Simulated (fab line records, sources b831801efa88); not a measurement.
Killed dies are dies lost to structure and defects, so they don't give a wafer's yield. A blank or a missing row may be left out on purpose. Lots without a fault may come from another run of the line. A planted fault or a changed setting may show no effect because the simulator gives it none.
Problem report in the 8D (eight disciplines) form, filled by code | flow sky130 | the parts of the form that need people (team, actions taken, sign-off) are left out

1. THE PROBLEM
strip_time_to_endpoint_s at SKY_LDD_N_STRIP_16 reads a mean of 4.449 s on 3 wafers of 2 lots; wafers without a fault read 4.321 s with a standard deviation of 0.014. That is +9.2 standard deviations from the usual mean.
The step: strips in O2/N2.
First seen on wafer L482.3, day 23 03:35, on plasma_asher-03. The record holds 34 wafers of 12 lots with a number at this step. Rule for "out", or "out of limits": more than 4 standard deviations from the usual mean. The other wafers with a number count as sound.

2. WHAT IT IS AND WHAT IT IS NOT
question                    | is                               | is not
which readings at this step | strip_time_to_endpoint_s         | drypump_motor_current_A, o2_flow_sccm, oes_product_au
which lots                  | L482, L483                       | L468, L470, L471, L472, L473, L475, L488, L489, L490, L491
which wafers of those lots  | L482.3, L482.4, L483.3           | L483.1
read on which tools         | plasma_asher-03, plasma_asher-04 | plasma_asher-01
when                        | from day 23 03:35                | up to then (18 sound wafers); but 13 sound wafers of L483, L488, L489, L490, L491 came after

3. SUSPECTS, AND WHAT RULES EACH OUT
Counting: a tool at a process step up to the reading stays a suspect if it ran every lot that is out. Sound lots after the first of them don't rule it out here, since some wafers of a struck lot are sound.
- plasma_asher-02 at SKY_POLY_GATE_STRIP_18 (strips in O2/N2): kept. It ran every lot that is out, first L482 (day 21 17:50); its last sound lot up to then is L468 (day 16 04:37).
- litho_track-02 at SKY_LDD_N_COAT_02 (resist thk 300 nm): kept. It ran every lot that is out, first L482 (day 22 11:25); its last sound lot up to then is L475 (day 20 03:35).
Left after counting: plasma_asher-02 at SKY_POLY_GATE_STRIP_18, litho_track-02 at SKY_LDD_N_COAT_02.

4. THE CAUSE (what the simulator had put in)
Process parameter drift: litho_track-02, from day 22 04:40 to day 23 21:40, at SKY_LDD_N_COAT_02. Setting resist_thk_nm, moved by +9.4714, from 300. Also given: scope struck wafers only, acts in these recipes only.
Counting left 2 suspects, and this tool is among them.

5. THE CHAIN OF EFFECTS, in route order
Each row: a reading whose mean over the struck wafers that have a number lies more than 3 standard deviations from the usual. Only readings for which the record gives a usual standard deviation are gone through. hours: the time from each lot's start at the first step in this table that gives one to its start at this step, as a median over the lots. sigmas: the change in usual standard deviations.
hours | step               | reading                  | usual   | on struck wafers | change | sigmas
0     | SKY_LDD_N_STRIP_16 | strip_time_to_endpoint_s | 4.321 s | 4.449            | +0.128 | +9.2
The process steps in it:
- SKY_LDD_N_STRIP_16: strips in O2/N2.

6. WHAT WOULD HAVE CAUGHT IT SOONER
In this record the first reading out of limits was taken at day 23 03:35, 23 hours after the fault began at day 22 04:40.
All the lots that are out (2) had begun SKY_LDD_N_COAT_02 on litho_track-02 by day 23 03:35. A hold on the tool at that time would have spared none of them.
